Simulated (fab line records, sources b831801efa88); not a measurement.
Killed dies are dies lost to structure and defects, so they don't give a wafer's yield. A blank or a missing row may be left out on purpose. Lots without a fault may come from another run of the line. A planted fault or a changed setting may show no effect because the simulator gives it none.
Chamber matching | flow gf180mcu | GF_V2_CMP_04 on cmp-01: 4 sister chambers
The step polishes SiO2. 8 wafers are shown with their chamber, then 9 later ones without.

WAFERS WITH THEIR CHAMBER
wafer  | chamber | motor_current_A (A) | time_to_endpoint_s (s)
L076.3 | 1       | 11.0                | 76
L076.5 | 2       | 13.1                | 70
L079.5 | 1       | 11.6                | 87
L082.1 | 3       | 13.2                | 80
L082.5 | 0       | 13.1                | 80
L088.1 | 0       | 13.5                | 71
L088.3 | 3       | 13.1                | 78
L088.4 | 2       | 12.6                | 78

WAFERS WITHOUT THEIR CHAMBER
wafer  | motor_current_A (A) | time_to_endpoint_s (s)
L091.2 | 13.1                | 80
L091.4 | 13.7                | 75
L091.6 | 13.5                | 81
L092.1 | 13.5                | 72
L092.3 | 11.9                | 65
L092.6 | 13.8                | 68
L094.1 | 11.4                | 83
L094.2 | 13.3                | 74
L094.3 | 13.8                | 79

WHICH CHAMBER EACH WENT THROUGH
wafer  | from the rows above               | in truth
L091.2 | can't be placed: 3 or 0 or 2      | 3
L091.4 | can't be placed: 0 or 3 or 2      | 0
L091.6 | can't be placed: 0 or 3 or 2      | 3
L092.1 | can't be placed: 0 or 3 or 2      | 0
L092.3 | can't be placed: 2 or 1 or 3 or 0 | 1
L092.6 | can't be placed: 0 or 3 or 2      | 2
L094.1 | 1                                 | 1
L094.2 | can't be placed: 0 or 3 or 2      | 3
L094.3 | can't be placed: 0 or 3 or 2      | 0
Placed correctly: 1 of 9. Can't be placed from these rows: 8 (the true chamber is among the candidates in 8). Placed wrongly: 0.
How it was worked out, from the rows above alone: a wafer's distance from a chamber is the root of the sum, over the readings, of the square of ((its reading less the chamber's mean) divided by the reading's scatter). The wafer belongs to the nearest chamber; if the next one is less than 2 further off, it can't be placed. A chamber's mean is the mean of its shown wafers. The scatter: the root of (the sum of the squares of (reading less its chamber's mean) over the shown wafers, divided by (wafers less chambers)).
